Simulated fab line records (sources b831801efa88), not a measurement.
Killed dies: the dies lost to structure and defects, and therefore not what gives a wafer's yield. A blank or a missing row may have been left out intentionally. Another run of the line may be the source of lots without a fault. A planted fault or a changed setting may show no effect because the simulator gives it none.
Chamber matching / flow sky130 / SKY_LI_CONTACT_CMP_02 on cmp-01 has 4 sister chambers
The step polishes PSG. 4 wafers are shown with their chamber, then 9 later ones without.

WAFERS, EACH WITH ITS CHAMBER
wafer=L941.3; chamber=2; timeToEndpointS (s)=34.8
wafer=L945.2; chamber=1; timeToEndpointS (s)=30.3
wafer=L944.3; chamber=0; timeToEndpointS (s)=31.7
wafer=L944.6; chamber=3; timeToEndpointS (s)=27.7

WAFERS WITHOUT THEIR CHAMBER
wafer=L947.4; timeToEndpointS (s)=32.6
wafer=L947.5; timeToEndpointS (s)=29.5
wafer=L947.6; timeToEndpointS (s)=32.0
wafer=L946.2; timeToEndpointS (s)=27.8
wafer=L946.3; timeToEndpointS (s)=33.8
wafer=L946.5; timeToEndpointS (s)=29.4
wafer=L948.1; timeToEndpointS (s)=26.3
wafer=L948.4; timeToEndpointS (s)=28.5
wafer=L948.5; timeToEndpointS (s)=25.1

WHICH CHAMBER EACH WENT THROUGH
wafer=L947.4; from the rows above=can't be placed: 0 or 2 or 1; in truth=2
wafer=L947.5; from the rows above=can't be placed: 1 or 3 or 0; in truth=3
wafer=L947.6; from the rows above=can't be placed: 0 or 1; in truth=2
wafer=L946.2; from the rows above=3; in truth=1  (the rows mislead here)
wafer=L946.3; from the rows above=can't be placed: 2 or 0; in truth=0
wafer=L946.5; from the rows above=can't be placed: 1 or 3 or 0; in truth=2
wafer=L948.1; from the rows above=3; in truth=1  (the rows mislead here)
wafer=L948.4; from the rows above=can't be placed: 3 or 1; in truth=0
wafer=L948.5; from the rows above=3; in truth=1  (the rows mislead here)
Correctly placed: 0 of 9. These rows do not allow placing 6 (true chamber among the candidates in 3). Number placed wrongly: 3.
How it was worked out, from the rows above alone: a wafer's distance from a chamber is the root of the sum, over the readings, of the square of ((its reading less the chamber's mean) divided by the reading's scatter). If the next closest chamber is less than 2 further off than the closest, the wafer can't be placed; otherwise it belongs to the closest. The mean given for a chamber averages the wafers shown for that chamber. The scatter (one wafer shown for each chamber): square how far every hidden wafer sits from the nearest shown wafer, average those squares and take the square root.
